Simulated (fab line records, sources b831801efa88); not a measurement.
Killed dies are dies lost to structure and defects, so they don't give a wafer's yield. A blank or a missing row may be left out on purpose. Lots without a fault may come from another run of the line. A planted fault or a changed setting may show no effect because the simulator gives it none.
Which tool did it? | flow sky130 | 12 lots, 36 wafers sampled, at 3 steps of a route of 708

WHAT THE GAUGES READ, wafer by wafer
SKY_VIA1_RS_MEAS_22: measures by four-point-probe. Usual: VIA1_W_RS 0.428 ohm/sq, standard deviation 0.0045.
lot  | measured     | on            | VIA1_W_RS (ohm/sq) | flag
L525 | day 33 21:30 | film_metro-03 | 0.428 0.431 0.424  |
L526 | day 34 05:35 | film_metro-02 | 0.430 0.427 0.434  |
L527 | day 34 13:04 | film_metro-03 | 0.419 0.423 0.427  |
L532 | day 36 09:31 | film_metro-03 | 0.426 0.428 0.426  |
L534 | day 37 08:36 | film_metro-02 | 0.423 0.422 0.426  |
L536 | day 37 19:50 | film_metro-02 | 0.430 0.427 0.428  |
L538 | day 38 08:38 | film_metro-01 | 0.427 0.428 0.429  |
L540 | day 39 01:47 | film_metro-03 | 0.430 0.430 0.425  |
L543 | day 39 20:56 | film_metro-01 | 0.433 0.428 0.436  |
L546 | day 40 17:53 | film_metro-01 | 0.428 0.424 0.428  |
L548 | day 40 20:20 | film_metro-02 | 0.432 0.428 0.431  |
L547 | day 40 23:07 | film_metro-03 | 0.422 0.425 0.424  |

SKY_METAL2_THK_MEAS_06: measures by xrf. Usual: METAL2_ALCU_THK 245 nm, standard deviation 3.1.
lot  | measured     | on            | METAL2_ALCU_THK (nm) | flag
L525 | day 33 22:16 | film_metro-04 | 244 245 244          |
L526 | day 34 06:19 | film_metro-03 | 245 245 244          |
L527 | day 34 13:49 | film_metro-03 | 244 242 243          |
L532 | day 36 10:16 | film_metro-02 | 248 249 246          |
L534 | day 37 09:20 | film_metro-03 | 243 241 242          |
L536 | day 37 20:35 | film_metro-04 | 241 242 245          |
L538 | day 38 09:20 | film_metro-04 | 246 249 250          |
L540 | day 39 03:06 | film_metro-04 | 241 246 242          |
L543 | day 39 21:46 | film_metro-04 | 242 243 242          |
L546 | day 40 18:37 | film_metro-02 | 251 251 250          |
L548 | day 40 21:05 | film_metro-03 | 248 247 247          |
L547 | day 40 23:56 | film_metro-03 | 246 241 241          |

SKY_METAL2_OVL_MEAS_16. Usual: METAL2_OVL 7 nm, standard deviation 5.9.
lot  | measured     | on         | METAL2_OVL (nm) | flag
L525 | day 35 00:43 | overlay-01 | 0 11 2          |
L526 | day 35 08:54 | overlay-01 | 2 -5 -8         |
L527 | day 35 15:40 | overlay-01 | 1 6 10          |
L532 | day 37 11:50 | overlay-02 | 0 1 4           |
L534 | day 38 10:37 | overlay-02 | 7 3 4           |
L536 | day 38 21:43 | overlay-02 | -2 -3 -2        |
L538 | day 39 10:11 | overlay-01 | 8 3 10          |
L540 | day 40 03:38 | overlay-01 | 8 2 -1          |
L543 | day 40 21:59 | overlay-02 | 16 12 13        |
L546 | day 41 17:57 | overlay-02 | 8 6 4           |
L548 | day 41 20:59 | overlay-02 | 4 0 2           |
L547 | day 42 00:03 | overlay-01 | 5 4 10          |

WHICH TOOL RAN EACH LOT (tool, then ch and the chambers of the sampled wafers, then the start)
The record holds no process step before these readings.

WHAT THE TOOLS THEMSELVES READ (means of the sampled wafers that have a number; where no wafer has one, the mark that the record gives instead)
The record holds no such reading with a usual standard deviation.

THE ANSWER, worked out from the rows above alone
Rule: a lot is off if the mean of its wafers that have a number lies more than 3 standard deviations from the usual mean. A lot without any number at a reading at which 4 lots or more have one is off too. The other lots that the step has rows for count as sound. The gauges are gone through in route order, then the tools' own readings, and for those a lot's mean is taken as printed above. The first step at which some lot is off is used, and at that step the reading that is off furthest; a lot without a number counts as furthest.
No lot is off at any reading shown: from this, nothing can be told.

WHAT THE SIMULATOR HAD PUT IN
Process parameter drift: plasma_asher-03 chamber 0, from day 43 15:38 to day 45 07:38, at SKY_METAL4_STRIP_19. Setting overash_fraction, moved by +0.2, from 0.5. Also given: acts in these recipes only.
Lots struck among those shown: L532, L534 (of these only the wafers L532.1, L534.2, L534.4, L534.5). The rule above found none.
